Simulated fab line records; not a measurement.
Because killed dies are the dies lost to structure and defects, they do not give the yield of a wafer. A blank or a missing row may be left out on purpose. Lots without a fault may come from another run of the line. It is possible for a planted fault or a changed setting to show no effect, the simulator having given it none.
Lot-split experiment | flow gf180mcu | 23 wafers read across 5 lots, on a route 602 steps long

## THE SPLIT ITSELF
At GF_TOP_METAL_DEVELOP_13 (develop time 60 s), the setting develop-time-s was moved away from the recipe's 60 s on 9 of the 23 wafers read, by -14.6% to +13.1%. The other wafers ran this setting at the recipe's value.

Between the split and the reading, the file records no step.

## THE READING
At GF_TOP_METAL_CD_MEAS_14: cd-nm in nanometres, against a target cd of 440 nm. A value of 441.3 nm with a standard deviation of 2.1 nm is what fault-free wafers of this fab line usually give.

wafer  | tool, chamber at the split | develop-time-s as run, s | against the recipe | cd-nm, nm | against lot-mates on the recipe
L074.1 | litho-track-03, 0          | 60                       | recipe             | 440.8     | -
L074.4 | litho-track-03, 0          | 60                       | recipe             | 438.6     | -
L074.6 | litho-track-03, 0          | 60                       | recipe             | 438.9     | -
L078.1 | litho-track-01, 0          | 67.84                    | +13.1%             | 431.9     | -9.1
L078.2 | litho-track-01, 0          | 67.84                    | +13.1%             | 429.9     | -11.1
L078.3 | litho-track-01, 0          | 67.84                    | +13.1%             | 430.4     | -10.6
L078.4 | litho-track-01, 0          | 60                       | recipe             | 440.4     | -
L078.6 | litho-track-01, 0          | 60                       | recipe             | 441.6     | -
L079.1 | litho-track-04, 0          | 60                       | recipe             | 440.4     | -
L079.2 | litho-track-04, 0          | 60                       | recipe             | 439.4     | -
L079.3 | litho-track-04, 0          | 54.68                    | -8.9%              | 446.2     | +6.9
L079.5 | litho-track-04, 0          | 54.68                    | -8.9%              | 446.8     | +7.5
L079.6 | litho-track-04, 0          | 60                       | recipe             | 438.2     | -
L082.1 | litho-track-03, 0          | 52.8                     | -12.0%             | 452.8     | +11.3
L082.3 | litho-track-03, 0          | 60                       | recipe             | 440.5     | -
L082.4 | litho-track-03, 0          | 60                       | recipe             | 442.7     | -
L082.5 | litho-track-03, 0          | 52.8                     | -12.0%             | 454.8     | +13.3
L082.6 | litho-track-03, 0          | 60                       | recipe             | 441.2     | -
L085.1 | litho-track-01, 0          | 51.22                    | -14.6%             | 456.7     | +12.9
L085.2 | litho-track-01, 0          | 60                       | recipe             | 443.3     | -
L085.4 | litho-track-01, 0          | 60                       | recipe             | 444.2     | -
L085.5 | litho-track-01, 0          | 51.22                    | -14.6%             | 457.6     | +13.8
L085.6 | litho-track-01, 0          | 60                       | recipe             | 444.0     | -

FIT RESULTS
A straight line over all 23 wafers: cd-nm changes by -0.914 nm for each +1% of develop-time-s; r = -0.96; the points scatter about the line by 2.1 nm.
The same after taking each lot's own level away (the mean of its wafers on the recipe; 23 wafers): -0.87 nm for each +1%; r = -0.99; scatter 1.1 nm.
Per that fit: largest develop-time-s move, reading shift of 13 nm.
From 439.33 to 443.83 nm: that is the span of the lots' own levels, equal to 2.1 times the standard deviation above.
The two slopes are in agreement: the lot-to-lot level therefore moves the slope only a little.
Check: for one of the wafers moved furthest among these (-14.6%), held out of the fit, the line's prediction against its lot-mates is +13.1 nm. Against them it came out at +12.9 nm.

## THESE WAFERS: OTHER SPLITS
Other splits were also applied to these wafers ahead of the reading. Each is held against what the fit with the lots' levels taken away leaves over:
other split on the same wafers  | wafers away from the commonest value | r with cd-nm (lot level and that fit taken away)
GF_MIM_SPUTTER_04 time-s        | 10                                   | +0.32
GF_TOP_METAL_SPUTTER_02 time-s  | 11                                   | +0.17
GF_TOP_METAL_SPUTTER_04 power-w | 8                                    | -0.19

## THE WHOLE CHAIN: every reading that the file lists as answering this split, in the file's order
step                       | what it does                                                                          | reading                                                          | change (the file's fit)               | r (the file's)
GF_TOP_METAL_CD_MEAS_14    | target cd 440 nm                                                                      | cd-nm                                                            | -0.893 nm for each +1% of the setting | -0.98
GF_TOP_METAL_METAL_ETCH_16 | etches the open film in Cl2/BCl3, stops on SiO2, target depth 1077.5 nm, time 179.6 s | TOP_METAL.cd-nm (the simulator's own value, which no gauge read) | -1.03 nm for each +1% of the setting  | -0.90

## THE FILE'S OWN FIT
cd-nm changes by -0.893 nm for each +1% of develop-time-s, r = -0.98.
